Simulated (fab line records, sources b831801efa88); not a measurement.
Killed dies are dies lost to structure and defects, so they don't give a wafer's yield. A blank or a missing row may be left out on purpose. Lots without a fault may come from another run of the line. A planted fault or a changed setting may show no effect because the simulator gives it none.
One fault seen from 2 desks | flow sky130 | each desk has only its own numbers; what lay behind them comes last

THE TOOL OWNER'S DESK: cmp-02
The tool's own readings at SKY_VIA1_CMP_24 (polishes, stops on SiO2, t overpolish 15 s, target thk 0 nm): means of the sampled wafers that have a number, for each lot that ran on this tool. A lot is out of limits, marked OUT, if its mean lies more than 4 standard deviations from the usual mean; the brackets give that distance.
Columns: A = motor_current_A at SKY_VIA1_CMP_24, usual 11.0 A; B = overpolish_run_s at SKY_VIA1_CMP_24, usual 15.000 s; C = platen_rpm at SKY_VIA1_CMP_24, usual 60.00 rpm; D = time_to_endpoint_s at SKY_VIA1_CMP_24, usual 65 s
lot  | first seen here | A    | B                        | C     | D
L825 | day 34 06:46    | 10.5 | 15.001                   | 60.03 | 62
L826 | day 34 15:43    | 13.2 | 15.002                   | 60.02 | 68
L829 | day 35 09:05    | 10.8 | 14.996                   | 59.97 | 63
L828 | day 35 11:22    | 11.1 | 14.998                   | 60.00 | 65
L831 | day 35 19:43    | 11.2 | 15.001                   | 60.01 | 68
L834 | day 36 21:22    | 10.5 | 15.010                   | 60.00 | 62
L837 | day 38 00:46    | 12.1 | 10.013 (-99 or more) OUT | 60.00 | 76
L841 | day 39 05:48    | 10.8 | 5.026 (-99 or more) OUT  | 60.01 | 91 (+7.3) OUT
This desk's finding: out of limits on L837, L841; first on L837, day 38 00:46 (overpolish_run_s at SKY_VIA1_CMP_24). In limits: L825, L826, L829, L828, L831, L834.

THE METROLOGY DESK
What the gauges read, lot by lot, whatever tool the lot ran on: means of the sampled wafers that have a number. A lot is out of limits, marked OUT, if its mean lies more than 4 standard deviations from the usual mean; the brackets give that distance.
Columns: A = CONTACT_W_THK at SKY_CONTACT_THK_MEAS_26, usual 340 nm
lot  | first seen here | A
L825 | day 32 00:14    | 339
L826 | day 32 06:36    | 344
L827 | day 32 14:31    | 338
L829 | day 33 00:46    | 344
L828 | day 33 03:10    | 344
L831 | day 33 11:23    | 334
L830 | day 33 11:31    | 346
L832 | day 34 00:26    | 338
L833 | day 34 03:35    | 343
L834 | day 34 13:34    | 335
L835 | day 35 06:49    | 341
L837 | day 35 18:32    | 337
L839 | day 36 09:43    | 343
L841 | day 37 00:47    | 336
This desk's finding: nothing out of limits on any of the 14 lots.

PUT TOGETHER
The tool owner's desk could have raised an alarm at day 38 00:46, on L837, L841.
The metrology desk saw nothing out of limits.
The metrology desk has L837, L841 on record, within its limits.
Of the lots named, all ran SKY_VIA1_CMP_24 on cmp-02.

WHAT THE SIMULATOR HAD PUT IN
Process parameter drift: cmp-02, from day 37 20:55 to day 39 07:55, at SKY_VIA1_CMP_24. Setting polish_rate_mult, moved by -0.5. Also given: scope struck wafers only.
Lots struck among those shown: L837, L841.
Hours from the fault's start to each desk's first reading out of limits: the tool owner's desk, 4.
